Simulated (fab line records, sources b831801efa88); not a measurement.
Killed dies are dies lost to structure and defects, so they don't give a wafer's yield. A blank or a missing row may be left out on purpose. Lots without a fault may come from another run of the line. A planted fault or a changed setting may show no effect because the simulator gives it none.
A struck lot beside a sound one | flow gf180mcu | 14 steps out of a route of 602
Sound: wafers L904.1, L904.3, L904.6. Struck: wafers L913.1, L913.2, L913.6. The cause comes at the end.
At each step with rows: each side's tool, then ch and its chambers, then its first start. Under that, the readings that differ: sound wafers | struck wafers | difference of the means | sigmas: that difference in standard deviations of wafers without a fault.
alike: readings whose means differ by less than 2 such deviations, and words and numbers that are the same on both sides. not compared: withheld readings, readings that some wafer has no value for, bounds like >300 that may hide the same value, and numbers for which the record gives no deviation and whose values overlap.
The two part at a step that has a row with sigmas, a row that says differs or no value, or rows on one side only. Numbers that don't overlap but have no deviation are shown without sigmas and don't part them. A reading that every wafer of one side lacks parts them only if that side has two wafers or more.

first, 1 step without rows for these wafers: GF_MVPSD_DEVELOP_06 (develop time 60 s).
GF_MVPSD_OVL_MEAS_07:
  sound on overlay-02, day 5 01:42; struck on overlay-01, day 7 10:05
  alike: MVPSD_OVL
then, 2 steps without rows for these wafers: GF_MVPSD_IMPLANT_08; GF_MVPSD_IMPLANT_09.
GF_MVPSD_STRIP_10: strips in O2/N2.
  sound on plasma_asher-04 ch 0,1, day 5 02:02; struck on plasma_asher-04 ch 0,1, day 7 10:26
  alike: drypump_motor_current_A, heater_power_w, o2_flow_sccm, oes_product_au, strip_time_to_endpoint_s
  not compared: rf_hours_counter_h
GF_MVPSD_TW_MEAS_11:
  sound on film_metro-04, day 5 02:08; struck on film_metro-01, day 7 10:32
  alike: MVPSD_TW
then, 6 steps without rows for these wafers: GF_VT_IMPLANT_DEHYDRATE_00 (time 60 s); GF_VT_IMPLANT_HMDS_01 (prime time 60 s); GF_VT_IMPLANT_COAT_02 (resist thk 1000 nm); GF_VT_IMPLANT_SOFTBAKE_03 (time 60 s); GF_VT_IMPLANT_EXPOSE_04 (exposes mask LVPWELL LV AREA, target cd 600 nm); GF_VT_IMPLANT_PEB_05.
GF_VT_IMPLANT_DEVELOP_06: develop time 60 s.
  sound on litho_track-03 ch 0, day 5 15:32; struck on litho_track-02, day 8 02:37
  no value came back on the struck wafers for chill_plate_temp_C (C), develop_time_s (s), developer_temp_C (C); on the sound wafers chill_plate_temp_C (C) reads 23.03 23.04 23.13
GF_VT_IMPLANT_OVL_MEAS_07:
  sound on overlay-02, day 5 15:41; struck on overlay-02, day 8 02:46
  reading             | sound       | struck | difference                    | sigmas
  VT_IMPLANT_OVL (nm) | 0.8 1.4 2.4 | - - -  | no value on the struck wafers |

WHERE THEY PART
First at GF_VT_IMPLANT_DEVELOP_06; last, within this record, at GF_VT_IMPLANT_OVL_MEAS_07.

WHY: what the simulator had put in
Skipped step whole: litho_track-02, from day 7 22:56 on, at GF_VT_IMPLANT_DEVELOP_06. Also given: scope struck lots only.
